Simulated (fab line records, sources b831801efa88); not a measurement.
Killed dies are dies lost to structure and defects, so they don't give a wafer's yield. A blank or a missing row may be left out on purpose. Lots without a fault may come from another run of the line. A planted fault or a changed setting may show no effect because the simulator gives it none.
fab line records | flow gf180mcu
record lots=12 wafers=36 last_day=33
route steps=602 shown HV_LDD@208 PSD@261 NSD@262 SAB@277 CONTACT@290
lots that met no fault: from a run of the same line without faults
start_h: hours from the record's first day to the start of the lot's first wafer shown | wait_h: hours since the lot's step before | " the same as in the row above | L1.1+2: a row that stands for several wafers | - no value, or no start given | * or withheld: withheld | < > ~ a bound
route shown NAME@n: a module of which the file shows steps, and the number in the route of the first | usual: mean/standard deviation of fault-free wafers | same: alike in all rows | chamber/n: place in a boat | sites: the reading at each site | _std_site: their standard deviation | _edge_site: outer sites' mean less inner sites' | radius_mm: how far each site lies from the wafer's centre | mask NAME#n: copy n | behind: the tool/chamber that last shaped the wafer | hold: why the lot was held/for how many hours/how that ended | device: the transistor (n, p or np) that didn't switch | end of line: the same wafers' tests at the end of the route | a step without rows: its recipe alone | killed: dies lost to structure and defects at the first sort, not the wafer's yield | map: a wafer's dies, x killed, . not, _ none there
set.NAME: the setting as run; set.NAME@STEP: as run at that earlier step | model.NAME: the simulator's own value behind a step, which no gauge read
steps of the route over a sample of lots; a table a step, a row a wafer
services: from which hour (start_h, from the record's first day; less than 0 if before it) a tool's chamber was out of use, for how many hours, and why
## steps
# step GF_HV_LDD_OVL_MEAS_32
# usual HV_LDD_02_OVL=-0.1/1.7
# columns lot.wafer tool chamber start_h wait_h HV_LDD_02_OVL[nm]
L735.1 overlay-02 - 252.11 0.1 1.4
L735.5 " - " " 0.3
L735.6 " - " " -0.6
L736.4 overlay-01 - 259.94 0.1 -0.5
L736.5 " - " " -1.3
L736.6 " - " " -1.8
L738.1 overlay-02 - 277.82 0.1 3.6
L738.3 " - " " 2.4
L738.5 " - " " 3.0
L739.3 overlay-01 - 286.08 0.1 3.1
L739.5 " - " " 0.6
L739.6 " - " " 0.5
L740.2 overlay-02 - 292.37 0.1 0.5
L740.4 " - " " 0.4
L740.6 " - " " 0.0
L741.2 overlay-02 - 297.98 0.1 2.9
L741.5 " - " " 1.9
L741.6 " - " " 2.2
L742.2 overlay-02 - 306.67 0.1 0.8
L742.3 " - " " 1.6
L742.6 " - " " 2.0
L744.2 overlay-01 - 322.51 0.1 0.0
L744.3 " - " " 0.8
L744.6 " - " " -0.7
L745.1 overlay-02 - 331.53 0.1 0.0
L745.2 " - " " -0.7
L745.3 " - " " -0.5
L749.2 overlay-02 - 362.67 0.1 -2.6
L749.3 " - " " -4.0
L749.5 " - " " -3.7
L750.1 overlay-02 - 369.77 0.1 -0.2
L750.2 " - " " -0.5
L750.3 " - " " 0.1
L751.2 overlay-01 - 380.26 0.1 -1.2
L751.4 " - " " -0.8
L751.5 " - " " -0.4
# step GF_PSD_RTA_13
# recipe temp_c=1025 time_s=20 ambient=N2
# usual lamp_power_pct=28.2/1.6 run_length_s=48.58/0.29 wafer_temp_C_max=1029.2/0.87
# columns lot.wafer tool chamber start_h wait_h lamp_power_pct run_length_s wafer_temp_C_max
L735.1 rtp_anneal-02 0 315.67 0.0 30.3 48.35 1029.3
L735.5 " 0 " " 30.2 48.03 1028.9
L735.6 " 0 " " 30.3 48.56 1029.9
L736.4 rtp_anneal-01 0 324.81 0.0 27.0 48.67 1029.0
L736.5 " 0 " " 27.0 48.67 1028.3
L736.6 " 0 " " 27.1 48.80 1028.7
L738.1 rtp_anneal-01 0 345.36 0.0 27.1 48.53 1029.8
L738.3 " 0 " " 27.0 49.22 1029.3
L738.5 " 0 " " 27.0 48.83 1030.2
L739.3 rtp_anneal-01 0 353.59 0.0 27.0 48.66 1028.8
L739.5 " 0 " " 27.0 48.67 1029.8
L739.6 " 0 " " 27.1 48.77 1028.6
L740.2 rtp_anneal-01 0 359.74 0.0 27.0 48.58 1029.3
L740.4 " 0 " " 27.0 49.23 1027.7
L740.6 " 0 " " 27.0 48.71 1028.7
L741.2 rtp_anneal-01 0 366.38 0.0 27.0 48.59 1027.8
L741.5 " 0 " " 27.0 49.08 1027.7
L741.6 " 0 " " 27.1 48.67 1029.7
L742.2 rtp_anneal-02 0 375.72 0.0 30.2 48.16 1029.1
L742.3 " 0 " " 30.2 48.14 1027.8
L742.6 " 0 " " 30.3 48.32 1029.1
L744.2 rtp_anneal-01 0 392.33 0.0 27.0 48.64 1029.1
L744.3 " 0 " " 27.0 49.23 1027.7
L744.6 " 0 " " 27.0 48.80 1027.7
L745.1 rtp_anneal-01 0 404.05 0.0 27.1 48.59 1028.7
L745.2 " 0 " " 27.0 48.64 1029.3
L745.3 " 0 " " 27.1 48.94 1029.4
L749.2 rtp_anneal-02 0 436.68 0.0 30.2 48.08 1030.6
L749.3 " 0 " " 30.2 48.10 1029.6
L749.5 " 0 " " 30.3 48.06 1031.8
L750.1 rtp_anneal-01 0 445.55 0.0 27.0 58.70 1029.4
L750.2 " 0 " " 27.0 58.87 1027.7
L750.3 " 0 " " 27.0 58.80 1028.3
L751.2 rtp_anneal-01 0 455.37 0.0 27.0 58.72 1028.8
L751.4 " 0 " " 27.0 59.10 1028.4
L751.5 " 0 " " 27.0 59.37 1029.5
# step GF_PSD_RS_MEAS_14
# recipe thk_meas_gauge=four-point-probe
# usual NSD_RS=46.20/0.086
# columns lot.wafer tool chamber start_h wait_h NSD_RS[ohm/sq]
L735.1 film_metro-01 - 315.75 0.1 46.09
L735.5 " - " " 46.26
L735.6 " - " " 46.15
L736.4 film_metro-02 - 324.91 0.1 46.05
L736.5 " - " " 46.12
L736.6 " - " " 46.12
L738.1 film_metro-01 - 345.45 0.1 46.28
L738.3 " - " " 46.34
L738.5 " - " " 46.23
L739.3 film_metro-02 - 353.69 0.1 46.20
L739.5 " - " " 46.28
L739.6 " - " " 46.17
L740.2 film_metro-03 - 359.83 0.1 46.10
L740.4 " - " " 46.23
L740.6 " - " " 46.21
L741.2 film_metro-01 - 366.47 0.1 46.34
L741.5 " - " " 46.27
L741.6 " - " " 46.22
L742.2 film_metro-02 - 375.85 0.1 46.10
L742.3 " - " " 46.14
L742.6 " - " " 46.07
L744.2 film_metro-02 - 392.42 0.1 46.22
L744.3 " - " " 46.17
L744.6 " - " " 46.11
L745.1 film_metro-01 - 404.14 0.1 46.30
L745.2 " - " " 46.25
L745.3 " - " " 46.42
L749.2 film_metro-02 - 436.77 0.1 46.15
L749.3 " - " " 46.19
L749.5 " - " " 46.24
L750.1 film_metro-01 - 445.63 0.1 44.12
L750.2 " - " " 44.10
L750.3 " - " " 44.12
L751.2 film_metro-01 - 455.46 0.1 44.16
L751.4 " - " " 44.17
L751.5 " - " " 44.13
# step GF_PSD_RS_MEAS_15
# recipe thk_meas_gauge=four-point-probe
# usual PSD_RS=108.77/0.27
# columns lot.wafer tool chamber start_h wait_h PSD_RS[ohm/sq]
L735.1 film_metro-01 - 315.87 0.1 108.86
L735.5 " - " " 109.35
L735.6 " - " " 108.63
L736.4 film_metro-02 - 325.03 0.1 108.66
L736.5 " - " " 108.47
L736.6 " - " " 108.64
L738.1 film_metro-01 - 345.57 0.1 108.89
L738.3 " - " " 108.78
L738.5 " - " " 108.80
L739.3 film_metro-02 - 353.81 0.1 108.98
L739.5 " - " " 108.98
L739.6 " - " " 108.71
L740.2 film_metro-03 - 359.95 0.1 108.58
L740.4 " - " " 108.43
L740.6 " - " " 108.49
L741.2 film_metro-01 - 366.59 0.1 108.79
L741.5 " - " " 108.34
L741.6 " - " " 108.75
L742.2 film_metro-02 - 375.97 0.1 108.37
L742.3 " - " " 108.32
L742.6 " - " " 108.38
L744.2 film_metro-02 - 392.54 0.1 108.91
L744.3 " - " " 108.80
L744.6 " - " " 108.67
L745.1 film_metro-01 - 404.26 0.1 109.08
L745.2 " - " " 108.64
L745.3 " - " " 109.09
L749.2 film_metro-02 - 436.89 0.1 108.64
L749.3 " - " " 108.68
L749.5 " - " " 108.87
L750.1 film_metro-01 - 445.75 0.1 104.31
L750.2 " - " " 104.50
L750.3 " - " " 104.56
L751.2 film_metro-01 - 455.58 0.1 104.51
L751.4 " - " " 104.81
L751.5 " - " " 104.29
# step GF_SAB_STRIP_13
# recipe chemistry=O2/N2 power_w=1400 pressure_mtorr=1500 platen_temp_c=250 o2_flow_sccm=3000 n2_flow_sccm=300 overash_fraction=0.5
# usual drypump_motor_current_A=6.04/0.29 heater_power_w=357/29 oes_product_au=0.709/0.0041 strip_time_to_endpoint_s=12.61/0.031
# columns lot.wafer tool chamber start_h wait_h drypump_motor_current_A heater_power_w oes_product_au rf_hours_counter_h strip_time_to_endpoint_s
L735.1 plasma_asher-01 0 336.92 0.0 6.62 322 0.718 22 12.54
L735.5 " 1 " " 5.77 363 0.713 - 12.55
L735.6 " 0 " " 6.61 314 0.711 - 12.56
L736.4 plasma_asher-02 1 346.39 0.0 6.12 388 0.707 - 12.61
L736.5 " 0 " " 5.93 351 0.715 - 12.59
L736.6 " 1 " " 6.10 375 0.707 - 12.62
L738.1 plasma_asher-01 1 367.67 0.0 5.81 359 0.712 26 12.59
L738.3 " 0 " " 6.63 316 0.710 - 12.58
L738.5 " 0 " " 6.62 318 0.711 - 12.57
L739.3 plasma_asher-04 0 376.09 0.0 5.84 342 0.711 - 12.61
L739.5 " 1 " " 5.98 402 0.705 - 12.61
L739.6 " 0 " " 5.87 338 0.712 - 12.61
L740.2 plasma_asher-04 0 382.86 0.0 5.85 343 0.707 74 12.63
L740.4 " 1 " " 5.97 390 0.703 - 12.61
L740.6 " 1 " " 5.96 407 0.711 - 12.60
L741.2 plasma_asher-01 1 389.54 0.0 5.78 360 0.706 28 12.60
L741.5 " 1 " " 5.77 354 0.704 - 12.56
L741.6 " 0 " " 6.63 310 0.717 - 12.60
L742.2 plasma_asher-01 0 398.90 0.0 6.64 315 0.707 29 12.59
L742.3 " 1 " " 5.79 353 0.710 - 12.62
L742.6 " 0 " " 6.63 322 0.714 - 12.62
L744.2 plasma_asher-04 0 416.27 0.0 5.87 339 0.707 77 12.62
L744.3 " 1 " " 5.95 402 0.717 - 12.65
L744.6 " 0 " " 5.83 339 0.704 - 12.65
L745.1 plasma_asher-04 0 428.96 0.0 5.88 342 0.710 79 12.63
L745.2 " 1 " " 5.99 397 0.703 79 12.63
L745.3 " 0 " " 5.85 340 0.713 - 12.64
L749.2 plasma_asher-04 1 461.75 0.0 5.97 405 0.706 82 12.66
L749.3 " 0 " " 5.87 352 0.717 - 12.61
L749.5 " 0 " " 5.84 341 0.710 - 12.62
L750.1 plasma_asher-04 1 470.67 0.0 5.94 396 0.713 83 12.56
L750.2 " 0 " " 5.84 337 0.708 83 12.57
L750.3 " 1 " " 5.95 402 0.708 - 12.57
L751.2 plasma_asher-02 1 479.91 0.0 6.12 378 0.711 66 12.60
L751.4 " 0 " " 5.93 342 0.705 - 12.61
L751.5 " 1 " " 6.13 377 0.711 - 12.59
# step GF_CONTACT_THK_MEAS_03
# recipe reads=SiO2_of_CONTACT_CVD_02
# usual CONTACT_CVD_02_THK=856/11
# columns lot.wafer tool chamber start_h wait_h CONTACT_CVD_02_THK[nm]
L735.1 film_metro-04 - 337.82 0.0 847
L735.5 " - " " 864
L735.6 " - " " 857
L736.4 film_metro-01 - 347.36 0.0 878
L736.5 " - " " 863
L736.6 " - " " 854
L738.1 film_metro-04 - 368.62 0.0 841
L738.3 " - " " 843
L738.5 " - " " 849
L739.3 film_metro-02 - 376.98 0.1 861
L739.5 " - " " 859
L739.6 " - " " 876
L740.2 film_metro-02 - 383.76 0.0 847
L740.4 " - " " 854
L740.6 " - " " 864
L741.2 film_metro-04 - 390.44 0.0 860
L741.5 " - " " 863
L741.6 " - " " 867
L742.2 film_metro-01 - 399.80 0.0 849
L742.3 " - " " 847
L742.6 " - " " 856
L744.2 film_metro-01 - 417.22 0.0 856
L744.3 " - " " 858
L744.6 " - " " 874
L745.1 film_metro-01 - 429.86 0.0 858
L745.2 " - " " 844
L745.3 " - " " 856
L749.2 film_metro-04 - 462.65 0.0 841
L749.3 " - " " 840
L749.5 " - " " 858
L750.1 film_metro-02 - 471.56 0.0 848
L750.2 " - " " 850
L750.3 " - " " 841
L751.2 film_metro-04 - 480.80 0.0 845
L751.4 " - " " 851
L751.5 " - " " 850
## services
# columns tool chamber start_h hours kind
rtp_anneal-01 - 305.44 1.4 pm
plasma_asher-01 - 321.21 6.6 repair
plasma_asher-01 - 354.45 0.4 repair
plasma_asher-04 - 356.59 5.7 repair
plasma_asher-01 - 377.79 4.2 repair
plasma_asher-01 - 392.63 1.1 repair
plasma_asher-02 - 415.58 7.5 repair
plasma_asher-02 - 456.65 4.6 repair
plasma_asher-01 - 472.99 31.4 repair
## key
first_sign step=GF_PSD_RTA_13 reading=run_length_s direction=up sigmas=36 usual=* struck=*
effect step=GF_PSD_RS_MEAS_14 reading=NSD_RS direction=down sigmas=24 usual=46.20 struck=44.13
effect step=GF_PSD_RS_MEAS_15 reading=PSD_RS direction=down sigmas=16 usual=108.77 struck=104.50
met_at GF_PSD_RTA_13
struck_lots L750,L751
tester_left_out L750,L751
not_acting_at GF_HV_LDD_OVL_MEAS_32,GF_SAB_STRIP_13,GF_CONTACT_THK_MEAS_03
onset_between 404.05 445.55
fault kind=process_parameter_drift tool=rtp_anneal-01 chamber=- onset_h=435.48 steps=GF_PSD_RTA_13 channel=time_s offset=* shape=step end_h=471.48 acts_in=* stated=*
# tester_left_out: of these lots the tester's yield and bins aren't shown, on N5 and GAA mostly nor the transistor test; their killed dies are dies lost to structure and defects alone, not to doping, threshold or leakage, so they don't give the yield
